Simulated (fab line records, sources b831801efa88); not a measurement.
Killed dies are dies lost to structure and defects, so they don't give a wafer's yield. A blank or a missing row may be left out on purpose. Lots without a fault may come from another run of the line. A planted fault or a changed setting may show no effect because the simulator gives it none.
Which tool did it? | flow gf180mcu | 6 lots, 18 wafers sampled, at 4 steps of a route of 602

WHAT THE GAUGES READ, wafer by wafer
GF_V5_BOW_MEAS_05.
lot  | measured     | on            | V5_BOW (um)
L791 | day 26 22:54 | film_metro-04 | 166 152 151
L793 | day 27 17:32 | film_metro-03 | 154 143 148
L802 | day 30 13:57 | film_metro-03 | 136 134 125
L805 | day 31 06:28 | film_metro-02 | 148 153 154
L808 | day 32 00:09 | film_metro-04 | 139 147 142
L810 | day 32 11:20 | film_metro-02 | 117 128 121

WHICH TOOL RAN EACH LOT (tool, then ch and the chambers of the sampled wafers, then the start)
lot  | GF_V3_CMP_26                  | GF_MIM_SPUTTER_03            | GF_M5_ETCH_09
L791 | cmp-01 ch 0,2,3, day 23 03:53 | pvd_sputter-04, day 25 03:40 | rie_diel-04 ch 0,2,3, day 26 21:32
L793 | cmp-02 ch 0,1,2, day 23 22:56 | pvd_sputter-04, day 25 21:21 | rie_diel-04 ch 2,3, day 27 16:02
L802 | cmp-01 ch 0,2, day 27 04:12   | pvd_sputter-01, day 28 22:17 | rie_diel-04 ch 0,2,3, day 30 12:40
L805 | cmp-02 ch 0,2, day 27 22:52   | pvd_sputter-04, day 29 16:25 | rie_diel-04 ch 1,3, day 31 05:11
L808 | cmp-02 ch 2,3, day 28 18:25   | pvd_sputter-01, day 30 11:00 | rie_diel-04 ch 0,1,3, day 31 22:55
L810 | cmp-01 ch 0,1,2, day 29 07:04 | pvd_sputter-01, day 30 22:54 | rie_diel-04 ch 0,2, day 32 09:56
- GF_V3_CMP_26: polishes, stops on SiO2, t overpolish 15 s, target thk 0 nm.
- GF_MIM_SPUTTER_03: material Ti, target thk 10 nm, time 6.7 s.
- GF_M5_ETCH_09: etches Si3N4 in CF4/O2, target depth 52 nm, time 11.6 s.

THE ANSWER, worked out from the rows above alone
Rule: what is usual is taken from the lots themselves. Put in order of their means at a reading, lots are off if they are a third of the lots or fewer, leave a main group of 4 or more, and stand apart from it by a gap of 3 or more times the standard deviation of the main group's means; of several such gaps the widest counts. A main group whose means are all the same, to the digits that the tables above print for the reading, isn't used. A lot without any number at a reading at which 4 lots or more have one is off too. The other lots that the step has rows for count as sound.
No lot is off at any reading shown: from this, nothing can be told.

WHAT THE SIMULATOR HAD PUT IN
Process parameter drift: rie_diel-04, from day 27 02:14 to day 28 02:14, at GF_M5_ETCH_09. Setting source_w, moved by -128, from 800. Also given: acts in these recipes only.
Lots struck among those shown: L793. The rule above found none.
